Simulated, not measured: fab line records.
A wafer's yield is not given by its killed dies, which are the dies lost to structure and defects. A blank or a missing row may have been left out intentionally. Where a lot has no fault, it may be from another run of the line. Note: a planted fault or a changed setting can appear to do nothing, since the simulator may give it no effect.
Commonality check across tools	flow gf180mcu	45 wafers sampled across 15 lots

## WHAT PROMPTED THE OPENING
At GF_HV_LDD_TW_MEAS_11 the reading HV_LDD_TW is flagged on 3 of 15 lots. Wafers without a fault read 2428, standard deviation 35.
Rule: flag the lot when none of its wafers has a number, or when each of its wafers that has one lies beyond 4 standard deviations from that mean. The other lots count as sound.

lot	measured	on	HV_LDD_TW, wafer by wafer	flag
L393	day 10 02:33	film metro-03	2388 2397 2400	
L394	day 10 07:11	film metro-02	2405 2407 2408	
L396	day 11 03:05	film metro-02	2426 2429 2427	
L395	day 11 03:16	film metro-03	2398 2397 2387	
L397	day 11 15:20	film metro-03	2406 2408 2397	
L398	day 11 16:53	film metro-02	2436 2428 2427	
L402	day 12 19:38	film metro-02	2399 2403 2416	
L409	day 14 10:19	film metro-03	30 30 30	FLAGGED
L410	day 14 21:32	film metro-04	31 30 31	FLAGGED
L411	day 15 02:25	film metro-04	31 31 31	FLAGGED
L412	day 15 13:59	film metro-02	2413 2403 2413	
L414	day 15 22:08	film metro-04	2452 2467 2465	
L413	day 15 23:15	film metro-03	2417 2387 2388	
L415	day 16 07:10	film metro-04	2480 2460 2473	
L416	day 16 18:22	film metro-03	2398 2399 2387	
On average the flagged lots' numbers are 31, which is -2397 against the usual, or -68 standard deviations.

## WHICH TOOL RAN EACH LOT
Before the reading, the record contains 2 process steps out of a 602-step route. Each cell gives the tool, then ch followed by the chambers the sampled wafers passed through, then the start.
lot	flag	GF_NWELL_STRIP_10	GF_HV_LDD_IMPLANT_09
L393		plasma asher-02 ch 0,1, day 3 09:05	implanter-04 ch 0, day 10 02:18
L394		plasma asher-03 ch 0,1, day 3 14:39	implanter-04 ch 0, day 10 06:56
L396		plasma asher-02 ch 0,1, day 4 00:53	implanter-04 ch 0, day 11 02:52
L395		plasma asher-03 ch 0,1, day 4 00:38	implanter-01 ch 0, day 11 03:02
L397		plasma asher-02 ch 1, day 4 13:36	implanter-04 ch 0, day 11 15:07
L398		plasma asher-04 ch 0,1, day 4 13:57	implanter-04 ch 0, day 11 16:40
L402		plasma asher-03 ch 0,1, day 5 11:45	implanter-01 ch 0, day 12 19:23
L409	FLAGGED	plasma asher-04 ch 0,1, day 6 22:40	implanter-01, day 14 10:06
L410	FLAGGED	plasma asher-03 ch 0,1, day 7 04:53	implanter-04, day 14 21:20
L411	FLAGGED	plasma asher-02 ch 0,1, day 7 11:12	implanter-04, day 15 02:11
L412		plasma asher-04 ch 0,1, day 7 17:32	implanter-01 ch 0, day 15 13:44
L414		plasma asher-03 ch 0,1, day 8 03:09	implanter-03 ch 0, day 15 21:53
L413		plasma asher-02 ch 0,1, day 7 21:06	implanter-01 ch 0, day 15 23:00
L415		plasma asher-04 ch 0,1, day 8 09:38	implanter-03 ch 0, day 16 06:55
L416		plasma asher-03 ch 0,1, day 8 14:14	implanter-03 ch 0, day 16 18:07
What the steps here do:
- GF_NWELL_STRIP_10: strips in O2/N2.
- GF_HV_LDD_IMPLANT_09
- GF_HV_LDD_TW_MEAS_11

## FLAGGED AGAINST TOTAL, ONE TOOL AT A TIME (gauges that did the reading follow at the end)
step	tool	lots run	flagged	share of the flagged lots	sound lots run after its first flagged lot
GF_NWELL_STRIP_10	plasma asher-02	5	1	some	1 (L413)
GF_NWELL_STRIP_10	plasma asher-03	6	1	some	2 (L414,L416)
GF_NWELL_STRIP_10	plasma asher-04	4	1	some	2 (L412,L415)
GF_HV_LDD_IMPLANT_09	implanter-01	5	1	some	2 (L412,L413)
GF_HV_LDD_IMPLANT_09	implanter-03	3	0	none	-
GF_HV_LDD_IMPLANT_09	implanter-04	7	2	some	0
GF_HV_LDD_TW_MEAS_11	film metro-02	5	0	none	-
GF_HV_LDD_TW_MEAS_11	film metro-03	6	1	some	2 (L413,L416)
GF_HV_LDD_TW_MEAS_11	film metro-04	4	2	some	2 (L414,L415)

## WHAT THE TABLE PERMITS
No row of the table ran every flagged lot.

## WHAT HAD BEEN PUT IN BY THE SIMULATOR
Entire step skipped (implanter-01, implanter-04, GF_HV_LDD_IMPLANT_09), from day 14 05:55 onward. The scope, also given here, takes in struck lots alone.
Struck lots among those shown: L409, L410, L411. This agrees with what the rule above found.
